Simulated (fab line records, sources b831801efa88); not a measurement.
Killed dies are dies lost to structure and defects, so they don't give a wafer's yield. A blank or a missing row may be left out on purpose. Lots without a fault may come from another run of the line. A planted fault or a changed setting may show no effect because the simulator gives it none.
Chamber matching | flow gf180mcu | GF_STI_CVD_23 on hdpcvd-01: 3 sister chambers
The step deposits SiO2, target thk 650 nm, time 108.3 s. 3 wafers are shown with their chamber, then 7 later ones without.

WAFERS WITH THEIR CHAMBER
wafer  | chamber | susceptor_temp_C (C)
L311.4 | 1       | 599.77
L314.1 | 2       | 600.47
L314.3 | 0       | 599.69

WAFERS WITHOUT THEIR CHAMBER
wafer  | susceptor_temp_C (C)
L314.5 | 600.04
L315.1 | 599.81
L315.2 | 600.45
L315.6 | 600.27
L329.2 | 599.50
L329.4 | 599.58
L329.6 | 600.34

WHICH CHAMBER EACH WENT THROUGH
wafer  | from the rows above          | in truth
L314.5 | can't be placed: 1 or 0 or 2 | 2
L315.1 | can't be placed: 1 or 0      | 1
L315.2 | 2                            | 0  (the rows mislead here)
L315.6 | can't be placed: 2 or 1      | 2
L329.2 | can't be placed: 0 or 1      | 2
L329.4 | can't be placed: 0 or 1      | 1
L329.6 | 2                            | 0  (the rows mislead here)
Placed correctly: 0 of 7. Can't be placed from these rows: 5 (the true chamber is among the candidates in 4). Placed wrongly: 2.
How it was worked out, from the rows above alone: a wafer's distance from a chamber is the root of the sum, over the readings, of the square of ((its reading less the chamber's mean) divided by the reading's scatter). The wafer belongs to the nearest chamber; if the next one is less than 2 further off, it can't be placed. A chamber's mean is the mean of its shown wafers. The scatter: with one shown wafer a chamber, the root of the mean of the squares of how far each hidden wafer lies from its nearest shown one.
